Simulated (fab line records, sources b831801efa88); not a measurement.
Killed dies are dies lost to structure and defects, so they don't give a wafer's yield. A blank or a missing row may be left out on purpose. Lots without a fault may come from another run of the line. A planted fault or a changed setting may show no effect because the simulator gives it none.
Chamber matching | flow sky130 | SKY_LI_CONTACT_ETCH_15 on rie_diel-02: 4 sister chambers
The step etches PSG in C4F8/O2/Ar, stops on Si, target depth 600 nm. 8 wafers are shown with their chamber, then 7 later ones without.

WAFERS WITH THEIR CHAMBER
wafer  | chamber | rf_fwd_power_W (W) | oes_product_au (a.u.)
L825.5 | 3       | 1488               | 0.835
L828.1 | 0       | 1492               | 0.835
L828.5 | 3       | 1497               | 0.841
L834.1 | 0       | 1495               | 0.839
L834.2 | 1       | 1486               | 0.836
L834.6 | 2       | 1485               | 0.834
L843.3 | 1       | 1488               | 0.834
L843.4 | 2       | 1490               | 0.839

WAFERS WITHOUT THEIR CHAMBER
wafer  | rf_fwd_power_W (W) | oes_product_au (a.u.)
L843.6 | 1494               | 0.832
L844.2 | 1485               | 0.842
L844.4 | 1498               | 0.835
L844.5 | 1488               | 0.835
L846.1 | 1491               | 0.837
L846.4 | 1486               | 0.835
L846.6 | 1488               | 0.841

WHICH CHAMBER EACH WENT THROUGH
wafer  | from the rows above               | in truth
L843.6 | can't be placed: 0 or 3 or 1 or 2 | 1
L844.2 | can't be placed: 2 or 1 or 3 or 0 | 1
L844.4 | can't be placed: 0 or 3 or 2 or 1 | 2
L844.5 | can't be placed: 1 or 2 or 3 or 0 | 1
L846.1 | can't be placed: 3 or 0 or 2 or 1 | 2
L846.4 | can't be placed: 1 or 2 or 3 or 0 | 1
L846.6 | can't be placed: 2 or 3 or 0 or 1 | 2
Placed correctly: 0 of 7. Can't be placed from these rows: 7 (the true chamber is among the candidates in 7). Placed wrongly: 0.
How it was worked out, from the rows above alone: a wafer's distance from a chamber is the root of the sum, over the readings, of the square of ((its reading less the chamber's mean) divided by the reading's scatter). The wafer belongs to the nearest chamber; if the next one is less than 2 further off, it can't be placed. A chamber's mean is the mean of its shown wafers. The scatter: the root of (the sum of the squares of (reading less its chamber's mean) over the shown wafers, divided by (wafers less chambers)).
